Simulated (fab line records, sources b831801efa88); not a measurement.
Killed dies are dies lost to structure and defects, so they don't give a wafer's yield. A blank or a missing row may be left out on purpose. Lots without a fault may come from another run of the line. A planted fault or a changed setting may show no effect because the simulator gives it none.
fab line records | flow sky130
record lots=6 wafers=18 last_day=50
route steps=708 shown VIA4@641 METAL5@661 PASSIVATION@681 PAD_OPEN@708
lots that met no fault: from a run of the same line without faults
start_h: hours from the record's first day to the start of the lot's first wafer shown | wait_h: hours since the lot's step before | " the same as in the row above | L1.1+2: a row that stands for several wafers | - no value, or no start given | * or withheld: withheld | < > ~ a bound
route shown NAME@n: a module of which the file shows steps, and the number in the route of the first | usual: mean/standard deviation of fault-free wafers | same: alike in all rows | chamber/n: place in a boat | sites: the reading at each site | _std_site: their standard deviation | _edge_site: outer sites' mean less inner sites' | radius_mm: how far each site lies from the wafer's centre | mask NAME#n: copy n | behind: the tool/chamber that last shaped the wafer | hold: why the lot was held/for how many hours/how that ended | device: the transistor (n, p or np) that didn't switch | end of line: the same wafers' tests at the end of the route | a step without rows: its recipe alone | killed: dies lost to structure and defects at the first sort, not the wafer's yield | map: a wafer's dies, x killed, . not, _ none there
set.NAME: the setting as run; set.NAME@STEP: as run at that earlier step | model.NAME: the simulator's own value behind a step, which no gauge read
lots at some steps of the route; a table a step, a row a wafer
services: from which hour (start_h, from the record's first day; less than 0 if before it) a tool's chamber was out of use, for how many hours, and why
## steps
# step SKY_VIA4_CMP_02
# recipe material=SiO2 down_force_psi=4 platen_rpm=60 pad_velocity_m_s=0.94248
# step SKY_VIA4_BOW_MEAS_03
# recipe mode=bow
# usual VIA4_BOW=79/10
# columns lot.wafer tool chamber start_h wait_h VIA4_BOW[um]
L697.2 film_metro-03 - 978.62 0.2 87
L697.3 " - " " 72
L697.5 " - " " 64
L706.1 film_metro-02 - 1037.20 0.1 92
L706.3 " - " " 73
L706.5 " - " " 69
L707.4 film_metro-02 - 1044.90 0.3 86
L707.5 " - " " 81
L707.6 " - " " 97
L714.2 film_metro-03 - 1103.43 0.2 67
L714.4 " - " " 88
L714.6 " - " " 82
L716.2 film_metro-03 - 1107.39 0.2 83
L716.4 " - " " 81
L716.5 " - " " 64
L718.3 film_metro-02 - 1112.30 0.2 84
L718.4 " - " " 91
L718.6 " - " " 86
# step SKY_VIA4_DEHYDRATE_04
# recipe temp_c=200 time_s=60
# step SKY_VIA4_HMDS_05
# recipe prime_time_s=60 prime_temp_c=120
# step SKY_VIA4_COAT_06
# recipe resist=NOVOLAK spin_rpm=3000 resist_thk_nm=1140
# step SKY_VIA4_SOFTBAKE_07
# recipe temp_c=90 time_s=60 resist=NOVOLAK
# step SKY_VIA4_EXPOSE_08
# recipe mask_id=VIM4 na=0.6 source_shape=conventional sigma_outer=0.6 polarization=unpolarized target_cd_nm=800 dose_mj=132
# step SKY_VIA4_PEB_09
# recipe temp_c=withheld time_s=* resist=NOVOLAK
# step SKY_VIA4_DEVELOP_10
# recipe resist=NOVOLAK developer=TMAH develop_time_s=60 dev_temp_c=23
# step SKY_VIA4_OVL_MEAS_11
# usual VIA4_OVL=0.3/1.2
# columns lot.wafer tool chamber start_h wait_h VIA4_OVL[nm]
L697.2 overlay-01 - 1001.79 0.1 0.0
L697.3 " - " " 0.6
L697.5 " - " " -0.3
L706.1 overlay-02 - 1059.64 0.1 -0.3
L706.3 " - " " -0.1
L706.5 " - " " -0.8
L707.4 overlay-01 - 1065.80 0.1 -0.4
L707.5 " - " " 1.1
L707.6 " - " " 1.0
L714.2 overlay-01 - 1122.95 0.1 -0.2
L714.4 " - " " -0.4
L714.6 " - " " -2.4
L716.2 overlay-02 - 1126.56 0.1 -0.2
L716.4 " - " " 0.5
L716.5 " - " " 0.4
L718.3 overlay-02 - 1131.12 0.1 -0.8
L718.4 " - " " 0.3
L718.6 " - " " -2.2
# step SKY_VIA4_ETCH_12
# recipe target=SiO2 chemistry=C4F8/O2/Ar stop_on=TiN mask_material=NOVOLAK source_w=1500 bias_w=1200 pressure_mtorr=40 c4f8_flow_sccm=withheld O2_flow_sccm=6 Ar_flow_sccm=300 time_s=withheld target_depth_a=5800
# step SKY_VIA4_STRIP_13
# recipe chemistry=O2/N2 power_w=1400 pressure_mtorr=1500 platen_temp_c=withheld o2_flow_sccm=3000 n2_flow_sccm=300 overash_fraction=0.5
# usual drypump_motor_current_A=6.0/0.49 oes_product_au=0.710/0.0042 strip_time_to_endpoint_s=12.81/0.033
# columns lot.wafer tool chamber start_h wait_h drypump_motor_current_A oes_product_au rf_hours_counter_h strip_time_to_endpoint_s
L697.2 plasma_asher-04 1 1001.89 - 6.8 0.710 26 12.88
L697.3 " 0 " " 5.2 0.706 - 12.84
L697.5 " 1 " " 6.8 0.711 - 12.88
L706.1 plasma_asher-03 0 1059.74 - 5.6 0.715 65 12.85
L706.3 " 0 " " 5.6 0.702 - 12.85
L706.5 " 1 " " 6.3 0.711 - 12.89
L707.4 plasma_asher-04 0 1065.93 - 5.2 0.713 - 12.79
L707.5 " 1 " " 6.8 0.716 - 12.84
L707.6 " 0 " " 5.2 0.706 - 12.82
L714.2 plasma_asher-03 0 1123.05 - 5.7 0.709 73 12.85
L714.4 " 1 " " 6.3 0.714 - 12.87
L714.6 " 0 " " 5.7 0.716 - 12.89
L716.2 plasma_asher-04 1 1126.67 - 6.8 0.714 39 12.77
L716.4 " 1 " " 6.7 0.706 - 12.81
L716.5 " 0 " " 5.2 0.707 - 12.79
L718.3 plasma_asher-04 0 1131.25 - 5.2 0.707 - 12.74
L718.4 " 1 " " 6.8 0.714 - 12.75
L718.6 " 1 " " 6.8 0.706 - 12.77
# step SKY_VIA4_STRIP_14
# recipe chemistry=post_etch_residue_remover time_s=1200 temp_c=72.5
# columns lot.wafer tool chamber start_h wait_h
L697.2+3+5 wet_bench-03 3 1001.99 0.1
L706.1+3+5 wet_bench-04 3 1059.84 0.1
L707.4+5+6 wet_bench-04 1 1065.99 0.0
L714.2+4+6 wet_bench-04 3 1123.15 0.1
L716.2+4+5 wet_bench-04 0 1126.88 0.2
L718.3+4+6 wet_bench-02 0 1131.32 0.0
# step SKY_VIA4_CLEAN_15
# recipe chemistry=IPA time_s=180 temp_c=25
# step SKY_VIA4_CLEAN_16
# recipe chemistry=O3/DIW dry=n2_spin
# step SKY_VIA4_SPUTTER_17
# recipe material=TiN target_thk_nm=20 chamber_pressure_pa=5 power_w=4000 time_s=80
# step SKY_VIA4_CVD_18
# recipe material=W target_thk_nm=505 time_s=152.14 temp_c=400 pressure_torr=40
# step SKY_VIA4_RS_MEAS_19
# recipe thk_meas_gauge=four-point-probe reads=W_of_VIA4_CVD_18+TiN_of_VIA4_SPUTTER_17
# usual VIA4_W_RS=0.224/0.0036
# columns lot.wafer tool chamber start_h wait_h VIA4_W_RS[ohm/sq]
L697.2 film_metro-03 - 1002.73 0.1 0.220
L697.3 " - " " 0.221
L697.5 " - " " 0.217
L706.1 film_metro-03 - 1060.59 0.1 0.226
L706.3 " - " " 0.226
L706.5 " - " " 0.229
L707.4 film_metro-04 - 1066.85 0.1 0.225
L707.5 " - " " 0.227
L707.6 " - " " 0.229
L714.2 film_metro-04 - 1123.91 0.1 0.221
L714.4 " - " " 0.229
L714.6 " - " " 0.222
L716.2 film_metro-03 - 1127.63 0.1 0.221
L716.4 " - " " 0.225
L716.5 " - " " 0.222
L718.3 film_metro-04 - 1132.49 0.1 0.224
L718.4 " - " " 0.224
L718.6 " - " " 0.223
# step SKY_VIA4_THK_MEAS_20
# recipe thk_meas_gauge=xrf reads=W_of_VIA4_CVD_18
# usual VIA4_W_THK=517/9.1
# columns lot.wafer tool chamber start_h wait_h VIA4_W_THK[nm]
L697.2 film_metro-03 - 1002.84 0.1 529
L697.3 " - " " 525
L697.5 " - " " 537
L706.1 film_metro-03 - 1060.71 0.1 513
L706.3 " - " " 513
L706.5 " - " " 506
L707.4 film_metro-04 - 1066.94 0.1 510
L707.5 " - " " 505
L707.6 " - " " 502
L714.2 film_metro-04 - 1124.02 0.1 528
L714.4 " - " " 505
L714.6 " - " " 522
L716.2 film_metro-03 - 1127.74 0.1 526
L716.4 " - " " 518
L716.5 " - " " 526
L718.3 film_metro-04 - 1132.59 0.1 518
L718.4 " - " " 514
L718.6 " - " " 518
# step SKY_VIA4_CMP_21
# recipe stop_on=SiO2 t_overpolish_s=25 down_force_psi=3.5 platen_rpm=60 target_thk_nm=0 pad_velocity_m_s=0.94248
# step SKY_METAL5_SPUTTER_00
# recipe material=Ti target_thk_nm=15 power_w=3000 time_s=10 chamber_pressure_pa=0.4
# usual throttle_valve_pct=29.5/0.99
# columns lot.wafer tool chamber start_h wait_h throttle_valve_pct
L697.2 pvd_sputter-01 - 1003.27 0.1 28.1
L697.3 " - " " 29.4
L697.5 " - " " 28.2
L706.1 pvd_sputter-01 - 1061.07 0.1 29.5
L706.3 " - " " 28.5
L706.5 " - " " 30.3
L707.4 pvd_sputter-03 - 1067.27 0.1 31.0
L707.5 " - " " 29.9
L707.6 " - " " 28.4
L714.2 pvd_sputter-02 - 1124.37 0.1 30.3
L714.4 " - " " 30.6
L714.6 " - " " 29.3
L716.2 pvd_sputter-03 - 1128.38 0.2 31.0
L716.4 " - " " 28.6
L716.5 " - " " 30.8
L718.3 pvd_sputter-01 - 1132.93 0.1 28.1
L718.4 " - " " 27.5
L718.6 " - " " 29.7
# step SKY_METAL5_SPUTTER_01
# recipe material=TiN target_thk_nm=20 power_w=6500 time_s=16.7 chamber_pressure_pa=0.4
# step SKY_METAL5_SPUTTER_02
# recipe material=AlCu target_thk_nm=1150 power_w=10600 time_s=61.2 chamber_pressure_pa=0.4
# step SKY_METAL5_SPUTTER_03
# recipe material=Ti target_thk_nm=5 power_w=3000 time_s=3.3 chamber_pressure_pa=0.4
# usual throttle_valve_pct=29.5/1
# columns lot.wafer tool chamber start_h wait_h throttle_valve_pct
L697.2 pvd_sputter-01 - 1003.37 0.0 28.3
L697.3 " - " " 29.5
L697.5 " - " " 28.3
L706.1 pvd_sputter-01 - 1061.17 0.0 29.4
L706.3 " - " " 28.2
L706.5 " - " " 30.2
L707.4 pvd_sputter-03 - 1067.37 0.0 31.0
L707.5 " - " " 29.9
L707.6 " - " " 28.5
L714.2 pvd_sputter-02 - 1124.46 0.0 30.4
L714.4 " - " " 30.9
L714.6 " - " " 29.3
L716.2 pvd_sputter-03 - 1128.48 0.0 31.2
L716.4 " - " " 28.4
L716.5 " - " " 31.1
L718.3 pvd_sputter-01 - 1133.03 0.0 28.2
L718.4 " - " " 27.4
L718.6 " - " " 29.4
# step SKY_METAL5_SPUTTER_04
# recipe material=TiN target_thk_nm=70 power_w=6500 time_s=58.3 chamber_pressure_pa=0.4
# step SKY_METAL5_RS_MEAS_05
# recipe thk_meas_gauge=four-point-probe reads=TiN_of_METAL5_SPUTTER_04+Ti_of_METAL5_SPUTTER_03+AlCu_of_METAL5_SPUTTER_02+TiN_of_METAL5_SPUTTER_01+Ti_of_METAL5_SPUTTER_00
# usual METAL5_ALCU_RS=0.02723/0.00029
# columns lot.wafer tool chamber start_h wait_h METAL5_ALCU_RS[ohm/sq]
L697.2 film_metro-04 - 1003.46 0.0 0.02693
L697.3 " - " " 0.02733
L697.5 " - " " 0.02697
L706.1 film_metro-01 - 1061.23 0.0 0.02692
L706.3 " - " " 0.0268
L706.5 " - " " 0.02685
L707.4 film_metro-01 - 1067.49 0.1 0.02696
L707.5 " - " " 0.02761
L707.6 " - " " 0.02726
L714.2 film_metro-02 - 1124.55 0.0 0.02776
L714.4 " - " " 0.02741
L714.6 " - " " 0.02777
L716.2 film_metro-04 - 1128.56 0.0 0.02685
L716.4 " - " " 0.0269
L716.5 " - " " 0.0268
L718.3 film_metro-04 - 1133.14 0.1 0.02748
L718.4 " - " " 0.02719
L718.6 " - " " 0.02697
# step SKY_METAL5_THK_MEAS_06
# recipe thk_meas_gauge=xrf reads=AlCu_of_METAL5_SPUTTER_02
# usual METAL5_ALCU_THK=1126/15
# columns lot.wafer tool chamber start_h wait_h METAL5_ALCU_THK[nm]
L697.2 film_metro-04 - 1003.57 0.1 1137
L697.3 " - " " 1114
L697.5 " - " " 1132
L706.1 film_metro-01 - 1061.35 0.1 1140
L706.3 " - " " 1146
L706.5 " - " " 1148
L707.4 film_metro-01 - 1067.58 0.1 1135
L707.5 " - " " 1116
L707.6 " - " " 1132
L714.2 film_metro-02 - 1124.66 0.1 1103
L714.4 " - " " 1115
L714.6 " - " " 1105
L716.2 film_metro-04 - 1128.67 0.1 1142
L716.4 " - " " 1136
L716.5 " - " " 1143
L718.3 film_metro-04 - 1133.24 0.1 1105
L718.4 " - " " 1119
L718.6 " - " " 1124
# step SKY_METAL5_DEHYDRATE_07
# recipe temp_c=200 time_s=60
# step SKY_METAL5_HMDS_08
# recipe prime_time_s=60 prime_temp_c=120
# step SKY_METAL5_COAT_09
# recipe resist=NOVOLAK spin_rpm=3000 resist_thk_nm=1800
# step SKY_METAL5_SOFTBAKE_10
# recipe temp_c=90 time_s=60 resist=NOVOLAK
# step SKY_METAL5_EXPOSE_11
# recipe mask_id=MM5 na=0.6 source_shape=conventional sigma_outer=0.6 polarization=unpolarized target_cd_nm=1600 dose_mj=190
# step SKY_METAL5_PEB_12
# recipe temp_c=withheld time_s=* resist=NOVOLAK
# step SKY_METAL5_DEVELOP_13
# recipe resist=NOVOLAK developer=TMAH develop_time_s=60 dev_temp_c=23
# step SKY_METAL5_DESCUM_14
# recipe chemistry=O2 source_power_w=150 bias_power_w=0 pressure_mtorr=10 temp_c=40 time_s=11
# usual drypump_motor_current_A=5.9/0.32 he_backside_leak_sccm=3.32/0.18 oes_product_au=0.991/0.0096
# same bias_power_w=0
# columns lot.wafer tool chamber start_h wait_h drypump_motor_current_A he_backside_leak_sccm oes_product_au rf_hours_counter_h
L697.2 rie_metal-04 0 1025.50 0.1 6.1 3.20 0.988 15
L697.3 " 1 " " 6.3 3.44 0.987 -
L697.5 " 1 " " 6.4 3.57 0.982 -
L706.1 rie_metal-01 1 1081.91 0.1 6.2 3.10 0.992 8
L706.3 " 1 " " 6.2 3.27 0.994 -
L706.5 " 1 " " 6.2 3.14 0.982 -
L707.4 rie_metal-04 0 1087.40 0.1 6.1 3.16 0.982 -
L707.5 " 1 " " 6.3 3.60 0.978 -
L707.6 " 0 " " 6.1 3.02 0.975 -
L714.2 rie_metal-01 1 1142.71 0.1 6.2 3.33 0.997 13
L714.4 " 0 " " 5.5 3.63 0.992 -
L714.6 " 1 " " 6.2 3.27 0.997 -
L716.2 rie_metal-01 0 1146.86 0.1 5.5 3.42 1.001 26
L716.4 " 1 " " 6.3 3.15 0.994 -
L716.5 " 0 " " 5.5 3.59 1.003 -
L718.3 rie_metal-01 1 1151.32 0.1 6.2 3.05 0.998 -
L718.4 " 0 " " 5.5 3.32 0.999 -
L718.6 " 1 " " 6.2 3.21 0.990 -
# step SKY_METAL5_METAL_ETCH_15
# recipe target_depth_a=12600 stop_on=SiO2 over_etch_frac=0.2 time_s=252 chemistry=Cl2/BCl3 resist_sidewall_deg=86 pressure_mtorr=10 icp_w=900 bias_w=48.5 Cl2_flow_sccm=60 bcl3_flow_sccm=30
# usual drypump_motor_current_A=5.9/0.31 he_backside_leak_sccm=3.4/0.46 oes_product_au=0.894/0.0047 throttle_valve_pct=22.265/0.0095
# columns lot.wafer tool chamber start_h wait_h drypump_motor_current_A he_backside_leak_sccm oes_product_au rf_hours_counter_h throttle_valve_pct
L697.2 rie_metal-04 0 1025.54 0.0 6.1 3.1 0.900 15 22.263
L697.3 " 1 " " 6.4 3.5 0.894 - 22.258
L697.5 " 1 " " 6.3 3.6 0.897 - 22.259
L706.1 rie_metal-01 1 1081.94 0.0 6.2 3.2 0.904 8 22.273
L706.3 " 1 " " 6.2 3.1 0.892 - 22.269
L706.5 " 1 " " 6.2 3.0 0.897 - 22.277
L707.4 rie_metal-04 0 1087.50 0.1 6.1 3.1 0.892 - 22.278
L707.5 " 1 " " 6.3 3.6 0.890 - 22.258
L707.6 " 0 " " 6.1 3.0 0.885 - 22.271
L714.2 rie_metal-01 1 1142.74 0.0 6.2 3.1 0.891 13 22.273
L714.4 " 0 " " 5.5 3.7 0.902 - 22.255
L714.6 " 1 " " 6.2 3.0 0.895 - 22.278
L716.2 rie_metal-01 0 1146.89 0.0 5.5 3.3 0.890 26 22.262
L716.4 " 1 " " 6.2 3.1 0.892 - 22.274
L716.5 " 0 " " 5.5 3.5 0.895 - 22.279
L718.3 rie_metal-01 1 1151.42 0.1 6.2 3.2 0.899 - 22.269
L718.4 " 0 " " 5.5 3.3 0.897 - 22.263
L718.6 " 1 " " 6.2 3.2 0.888 - 22.272
# step SKY_METAL5_STRIP_16
# recipe chemistry=O2/N2 power_w=1400 pressure_mtorr=1500 platen_temp_c=withheld o2_flow_sccm=3000 n2_flow_sccm=300 overash_fraction=0.5
# step SKY_METAL5_STRIP_17
# recipe chemistry=post_etch_residue_remover time_s=1200 temp_c=72.5
# step SKY_METAL5_CLEAN_18
# recipe chemistry=IPA time_s=180 temp_c=25
# step SKY_METAL5_CLEAN_19
# recipe chemistry=O3/DIW dry=n2_spin
# step SKY_PASSIVATION_CVD_00
# recipe material=SiO2 target_thk_nm=90 temp_c=400 time_s=withheld rf_w=600
# step SKY_PASSIVATION_THK_MEAS_01
# recipe reads=SiO2_of_PASSIVATION_CVD_00
# usual PASSIVATION_CVD_00_THK=89.7/1.2
# columns lot.wafer tool chamber start_h wait_h PASSIVATION_CVD_00_THK[nm]
L697.2 film_metro-03 - 1026.40 - 91.4
L697.3 " - " " 89.6
L697.5 " - " " 92.6
L706.1 film_metro-04 - 1082.83 - 90.1
L706.3 " - " " 89.9
L706.5 " - " " 92.0
L707.4 film_metro-01 - 1088.65 - 90.2
L707.5 " - " " 90.3
L707.6 " - " " 89.7
L714.2 film_metro-03 - 1143.61 - 91.0
L714.4 " - " " 90.3
L714.6 " - " " 90.8
L716.2 film_metro-03 - 1147.75 - 88.9
L716.4 " - " " 90.5
L716.5 " - " " 90.9
L718.3 film_metro-04 - 1152.22 - 88.5
L718.4 " - " " 89.7
L718.6 " - " " 89.8
# step SKY_PAD_OPEN_PROBE_99
# usual defect_limited_yield=82.6/2 killed_at_M0_to_M3=43/7.3 killed_at_M4_up=3.4/1.7 killed_at_contacts=24/4.5 killed_at_front_end=16/4.4 killed_at_other=0.2/0.51 killed_dies=86/9.7 killed_on_rim=17/3.7 killed_open=46/6.6 killed_short=39/7.1 sort_bin_3_pad_short=0.9/0.45 sort_bin_5_function=10.4/1.4 sort_bin_6_memory=6.2/1.2 sort_n_pass=406/9.7 sort_yield_pct=82.6/2
# same gross_dies=492 killed_at_back_side=0 sort_bin_4_leakage[%]=0 sort_bin_8_speed[%]=0
# columns lot.wafer tool chamber start_h wait_h defect_limited_yield[%] killed_at_M0_to_M3 killed_at_M4_up killed_at_contacts killed_at_front_end killed_at_other killed_dies killed_on_rim killed_open killed_short sort_bin_3_pad_short[%] sort_bin_5_function[%] sort_bin_6_memory[%] sort_n_pass sort_yield_pct[%] model.etest.tester.sort_n_pass model.etest.tester.sort_yield_pct model.etest.tester.sort_bin_5_pct model.etest.tester.sort_bin_3_pct
L697.2 prober-02 - 1072.83 0.1 79.3 57 2 22 21 0 102 21 56 46 1.2 12.2 7.3 390 79.3 390 79.27 12.2 1.22
L697.3 prober-02 - 1072.88 0.2 83.7 30 2 30 18 0 80 11 33 47 1.0 9.1 6.1 412 83.7 412 83.74 9.146 1.016
L697.5 prober-02 - 1072.98 0.2 81.7 42 3 28 17 0 90 19 45 45 1.4 9.3 7.5 402 81.7 402 81.71 9.35 1.423
L706.1 prober-01 - 1124.16 0.1 83.3 33 5 23 21 0 82 19 47 35 0.6 10.8 5.3 410 83.3 410 83.33 10.77 0.6098
L706.3 prober-01 - 1124.26 0.2 82.1 47 3 17 20 1 88 20 50 38 0.4 10.6 6.9 404 82.1 404 82.11 10.57 0.4065
L706.5 prober-01 - 1124.36 0.2 80.5 57 3 21 15 0 96 19 51 44 1.2 11.8 6.5 396 80.5 396 80.49 11.79 1.22
L707.4 prober-01 - 1130.06 0.2 85.6 32 4 22 12 1 71 13 46 24 0.6 8.1 5.7 421 85.6 421 85.57 8.13 0.6098
L707.5 prober-01 - 1130.11 0.2 80.7 49 3 28 14 1 95 21 47 47 0.8 11.2 7.3 397 80.7 397 80.69 11.18 0.813
L707.6 prober-01 - 1130.16 0.2 82.1 42 2 26 18 0 88 24 56 32 0.6 11.6 5.7 404 82.1 404 82.11 11.59 0.6098
L714.2 prober-01 - 1183.08 0.1 74.6 29 53 27 15 1 125 35 43 33 5.1 13.8 6.5 367 74.6 367 74.59 13.82 5.081
L714.4 prober-01 - 1183.18 0.2 75.2 38 54 17 13 0 122 26 37 33 3.5 13.8 7.5 370 75.2 370 75.2 13.82 3.455
L714.6 prober-01 - 1183.28 0.2 76.4 28 53 22 13 0 116 25 47 20 5.1 12.6 5.9 376 76.4 376 76.42 12.6 5.081
L716.2 prober-01 - 1186.44 0.1 71.3 39 71 17 13 1 141 15 40 32 4.5 17.9 6.3 351 71.3 351 71.34 17.89 4.472
L716.4 prober-01 - 1186.54 0.2 72.4 35 70 18 13 0 136 13 36 34 5.7 18.7 3.3 356 72.4 356 72.36 18.7 5.691
L716.5 prober-01 - 1186.59 0.2 72.6 30 73 20 12 0 135 11 33 35 5.5 17.1 4.9 357 72.6 357 72.56 17.07 5.488
L718.3 prober-01 - 1191.30 0.3 83.9 33 5 26 15 0 79 14 44 35 0.8 10.4 4.9 413 83.9 413 83.94 10.37 0.813
L718.4 prober-01 - 1191.35 0.3 84.8 32 1 22 20 0 75 16 39 36 0.6 9.3 5.3 417 84.8 417 84.76 9.35 0.6098
L718.6 prober-01 - 1191.45 0.3 81.9 48 2 29 10 0 89 20 52 37 1.0 10.4 6.7 403 81.9 403 81.91 10.37 1.016
# killed by level:class
L697.2 VIA1:geometric_particle:open=18 METAL2:geometric_particle:short=11 VIA2:geometric_particle:open=11 CONTACT:geometric_particle:open=6 FIELD_ISO:geometric_particle:open=5 POLY_GATE:geometric_particle:open=5 LI_CONTACT:geometric_particle:short=5 METAL1:geometric_particle:short=5
L697.3 CONTACT:geometric_particle:open=10 POLY_GATE:geometric_particle:short=7 METAL2:geometric_particle:short=7 LOCAL_INTERCONNECT:geometric_particle:short=6 VIA1:geometric_particle:open=6 LI_CONTACT:geometric_particle:open=5 LI_CONTACT:geometric_particle:short=4 CONTACT:geometric_particle:short=4
L697.5 LI_CONTACT:geometric_particle:open=10 VIA1:geometric_particle:open=8 LOCAL_INTERCONNECT:geometric_particle:short=7 METAL2:geometric_particle:short=6 FIELD_ISO:geometric_particle:short=5 CONTACT:geometric_particle:open=5 VIA1:geometric_particle:short=5 VIA2:geometric_particle:short=5
L706.1 VIA1:geometric_particle:open=12 CONTACT:geometric_particle:open=8 POLY_GATE:geometric_particle:open=6 CONTACT:geometric_particle:short=6 VIA2:geometric_particle:open=6 POLY_GATE:geometric_particle:short=5 FIELD_ISO:geometric_particle:short=4 FIELD_ISO:geometric_particle:open=4
L706.3 VIA1:geometric_particle:open=13 VIA1:geometric_particle:short=9 FIELD_ISO:geometric_particle:short=7 CONTACT:geometric_particle:open=7 FIELD_ISO:geometric_particle:open=5 VIA2:geometric_particle:open=5 METAL1:geometric_particle:short=4 POLY_GATE:geometric_particle:open=3
L706.5 VIA1:geometric_particle:open=20 LI_CONTACT:geometric_particle:open=7 CONTACT:geometric_particle:short=6 VIA2:geometric_particle:open=6 CONTACT:geometric_particle:open=6 METAL1:geometric_particle:short=6 FIELD_ISO:geometric_particle:short=5 VIA2:geometric_particle:short=5
L707.4 CONTACT:geometric_particle:open=11 VIA1:geometric_particle:open=11 VIA3:geometric_particle:open=7 LI_CONTACT:geometric_particle:open=5 METAL4:geometric_particle:short=4 FIELD_ISO:geometric_particle:open=3 FIELD_ISO:geometric_particle:short=3 POLY_GATE:geometric_particle:open=3
L707.5 VIA1:geometric_particle:open=8 CONTACT:geometric_particle:open=8 METAL2:geometric_particle:short=8 LI_CONTACT:geometric_particle:open=7 VIA2:geometric_particle:open=7 CONTACT:geometric_particle:short=6 VIA3:geometric_particle:short=6 METAL1:geometric_particle:short=5
L707.6 CONTACT:geometric_particle:open=14 VIA1:geometric_particle:open=13 FIELD_ISO:geometric_particle:short=7 VIA2:geometric_particle:open=6 POLY_GATE:geometric_particle:open=4 SPACER:geometric_particle:open=4 LI_CONTACT:geometric_particle:open=4 LOCAL_INTERCONNECT:geometric_particle:short=4
L714.2 VIA4:unspecified=49 CONTACT:geometric_particle:open=10 VIA2:geometric_particle:open=7 VIA1:geometric_particle:open=7 LI_CONTACT:geometric_particle:open=6 CONTACT:geometric_particle:short=6 POLY_GATE:geometric_particle:short=5 LOCAL_INTERCONNECT:geometric_particle:short=4
L714.4 VIA4:unspecified=52 VIA1:geometric_particle:open=8 VIA2:geometric_particle:open=8 METAL2:geometric_particle:short=5 CONTACT:geometric_particle:short=4 CONTACT:geometric_particle:open=4 VIA1:geometric_particle:short=4 FIELD_ISO:geometric_particle:short=3
L714.6 VIA4:unspecified=49 CONTACT:geometric_particle:open=11 VIA1:geometric_particle:open=9 LI_CONTACT:geometric_particle:open=7 VIA3:geometric_particle:open=5 METAL2:geometric_particle:short=4 FIELD_ISO:geometric_particle:short=3 FIELD_ISO:geometric_particle:open=3
L716.2 VIA4:unspecified=69 VIA1:geometric_particle:open=11 VIA3:geometric_particle:open=8 VIA2:geometric_particle:open=5 LI_CONTACT:geometric_particle:open=5 CONTACT:geometric_particle:short=5 FIELD_ISO:geometric_particle:short=4 FIELD_ISO:geometric_particle:open=3
L716.4 VIA4:unspecified=66 CONTACT:geometric_particle:open=8 VIA2:geometric_particle:open=8 VIA1:geometric_particle:open=6 FIELD_ISO:geometric_particle:short=5 VIA3:geometric_particle:open=5 METAL1:geometric_particle:short=5 METAL2:geometric_particle:short=4
L716.5 VIA4:unspecified=67 VIA1:geometric_particle:open=12 LOCAL_INTERCONNECT:geometric_particle:short=7 METAL4:geometric_particle:short=6 CONTACT:geometric_particle:open=5 VIA3:geometric_particle:open=5 CONTACT:geometric_particle:short=4 METAL1:geometric_particle:short=4
L718.3 CONTACT:geometric_particle:open=13 VIA1:geometric_particle:open=11 CONTACT:geometric_particle:short=7 LI_CONTACT:geometric_particle:open=6 FIELD_ISO:geometric_particle:short=4 METAL2:geometric_particle:short=4 VIA2:geometric_particle:open=4 FIELD_ISO:geometric_particle:open=3
L718.4 CONTACT:geometric_particle:open=10 FIELD_ISO:geometric_particle:open=5 POLY_GATE:geometric_particle:open=5 LOCAL_INTERCONNECT:geometric_particle:short=5 METAL2:geometric_particle:short=5 METAL1:geometric_particle:short=4 VIA1:geometric_particle:short=4 VIA1:geometric_particle:open=4
L718.6 VIA1:geometric_particle:open=13 CONTACT:geometric_particle:open=12 VIA2:geometric_particle:open=10 LI_CONTACT:geometric_particle:open=7 FIELD_ISO:geometric_particle:short=6 VIA1:geometric_particle:short=6 CONTACT:geometric_particle:short=5 METAL1:geometric_particle:short=5
# map L714.2 (x killed, . not)
__________.......x.._________
________x.xx..x......x_______
______x........x..x..x.._____
_____.xx.....xx.x....xxxx____
____............x....xxxxx___
___..............x...xxxxxx__
__.x........x...x...xxxxxxxx_
_............x..x...xxxxxxxxx
_.................xx.xxxxxxxx
_....x...x.xxx..x.....x.xxxxx
_.x............xx......xxx..x
_x.........x...........x..x..
_x..x..x.....................
_x...x........x...x..x..x..x.
_.x.....x.........x..x.....x.
__.....x.........xxx.....x.._
___......xx................__
____....x.x...............___
_____...x........x.......____
______xx.....x.x......xx_____
________..x.......x..._______
__________...xxxx..._________
# map L716.2 (x killed, . not)
__________.........._________
________x...x..xx....._______
______...........x......_____
_____.........x..x...xx.x____
____x..x...x..x......x....___
___...x..........x..x....x.__
__......x...xx.x............_
_........x.x.........xx......
_..........x.x...............
_.xx...x.....xx..............
_...x...x....x.x...x.........
_........x.xxxxxxxx.x.......x
_..x.......xxxxxxxx...x..x.x.
_...x...x..xxxxxxxxxx....x.x.
_x.x....x.xxxxxxxxxxxx......x
__x..x.x..xxxxxxxxxxx......x_
___....x..xxxxxxxxxxx.....x__
____.x.....xxxxxxxxx.....x___
_____x....x...x.x.x......____
______...x.......x....x._____
________....x........._______
__________.....x...._________
## services
# columns tool chamber start_h hours kind
plasma_asher-04 - 980.15 4.3 pm
rie_metal-01 - 980.42 0.4 repair
pvd_sputter-03 - 995.72 0.8 repair
pvd_sputter-02 - 997.52 1.9 repair
pvd_sputter-03 - 998.51 4.1 repair
pvd_sputter-01 3 999.39 - consumable_replace:kit
pvd_sputter-01 3 999.39 18.0 scheduled_down
pvd_sputter-01 3 999.39 18.0 vent_cycle
plasma_asher-03 - 1010.90 2.8 pm
pvd_sputter-01 - 1028.70 2.3 repair
pvd_sputter-03 - 1030.25 5.6 repair
rie_metal-04 1 1048.17 2.6 repair
rie_metal-04 0 1056.61 1.1 repair
pvd_sputter-03 - 1060.27 0.8 repair
plasma_asher-04 - 1071.51 1.7 repair
plasma_asher-04 - 1076.18 2.8 pm
plasma_asher-04 - 1098.00 0.7 repair
plasma_asher-04 - 1112.11 1.5 repair
pvd_sputter-03 2 1120.20 - consumable_replace:kit
pvd_sputter-03 2 1120.20 18.0 scheduled_down
pvd_sputter-01 2 1123.17 - consumable_replace:kit
pvd_sputter-01 2 1123.17 18.0 scheduled_down
pvd_sputter-01 2 1123.17 18.0 vent_cycle
pvd_sputter-03 - 1143.24 0.5 repair
## key
first_sign step=SKY_PAD_OPEN_PROBE_99 reading=killed_at_M4_up direction=up sigmas=34 usual=3.4 struck=62.3
effect step=SKY_PAD_OPEN_PROBE_99 reading=sort_bin_3_pad_short direction=up sigmas=9 usual=0.9 struck=4.9
model_effect step=SKY_PAD_OPEN_PROBE_99 value=etest.tester.sort_n_pass without=413.7 struck=362.8
met_at SKY_VIA4_STRIP_14
struck_wafers L714.2,L714.4,L714.6,L716.2,L716.4,L716.5
onset_between 1065.99 1123.15
fault kind=chamber_particle_source tool=wet_bench-04 chamber=- onset_h=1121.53 steps=SKY_VIA4_STRIP_14 rate_per_visit_cm2=1.9744 end_h=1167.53
